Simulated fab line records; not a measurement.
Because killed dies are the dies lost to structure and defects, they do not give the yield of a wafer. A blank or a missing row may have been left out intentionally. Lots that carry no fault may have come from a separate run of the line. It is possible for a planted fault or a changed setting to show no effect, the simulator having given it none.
Split-lot experiment    flow sfqLine    route with 325 steps; 5 lots, 23 wafers read

== ON THE SPLIT ==
At SFQ_TRILAYER_INCOMING_OXIDATION_002 (target thk 500 nm, ox time 4939 s), the setting tempC was moved away from the recipe's 1000 C on 15 of the 23 wafers read, by -1.5% to +2.4%. For the rest of the wafers, this setting stayed at what the recipe calls for.

The split's own step is where the reading is taken.

== THE READING ==
SiO2_of_TRILAYER_INCOMING_OXIDATION_002.thkNm (the simulator's own value, which no gauge read), in nm, at SFQ_TRILAYER_INCOMING_OXIDATION_002 (target thk 500 nm, ox time 4939 s). The file does not state a usual value for it. Across the 8 wafers here that went through the recipe, the average is 503.0 nm and the standard deviation 3 nm.

wafer   tool, chamber at the split  tempC as run, C  against the recipe  SiO2_of_TRILAYER_INCOMING_OXIDATION_002.thkNm, nm  against lot-mates on the recipe
L079.2  -, -                        1000             recipe              509.3                                              -
L079.3  -, -                        1000             recipe              503.8                                              -
L079.4  -, -                        1000             recipe              502.6                                              -
L079.5  -, -                        1000             recipe              498.9                                              -
L079.6  -, -                        1000             recipe              500.7                                              -
L081.3  furnace-02, 0               1000             recipe              505                                                -
L081.5  furnace-02, 0               1000             recipe              502                                                -
L081.6  furnace-02, 0               1000             recipe              501.5                                              -
L083.1  -, -                        1024             +2.4%               571.7                                              no lot-mate on the recipe
L083.2  -, -                        1024             +2.4%               576                                                no lot-mate on the recipe
L083.4  -, -                        1024             +2.4%               586.8                                              no lot-mate on the recipe
L083.5  -, -                        1024             +2.4%               581.1                                              no lot-mate on the recipe
L083.6  -, -                        1024             +2.4%               577.1                                              no lot-mate on the recipe
L084.1  -, -                        1023             +2.3%               569.7                                              no lot-mate on the recipe
L084.2  -, -                        1023             +2.3%               560.9                                              no lot-mate on the recipe
L084.3  -, -                        1023             +2.3%               564.3                                              no lot-mate on the recipe
L084.4  -, -                        1023             +2.3%               556.5                                              no lot-mate on the recipe
L084.6  -, -                        1023             +2.3%               562.2                                              no lot-mate on the recipe
L085.1  -, -                        985.1            -1.5%               452.1                                              no lot-mate on the recipe
L085.2  -, -                        985.1            -1.5%               451.7                                              no lot-mate on the recipe
L085.3  -, -                        985.1            -1.5%               460.8                                              no lot-mate on the recipe
L085.4  -, -                        985.1            -1.5%               460.3                                              no lot-mate on the recipe
L085.5  -, -                        985.1            -1.5%               455.4                                              no lot-mate on the recipe

FIT RESULTS
A straight line over all 23 wafers: SiO2_of_TRILAYER_INCOMING_OXIDATION_002.thkNm changes by +29.6 nm for each +1% of tempC; r = +0.99; the points scatter about the line by 6.2 nm.
Too few moved wafers have a lot-mate on the recipe to fit a line with each lot's own level taken away.

== THE FILE'S OWN FIT ==
SiO2_of_TRILAYER_INCOMING_OXIDATION_002.thkNm changes by +29.6 nm for each +1% of tempC, r = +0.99.
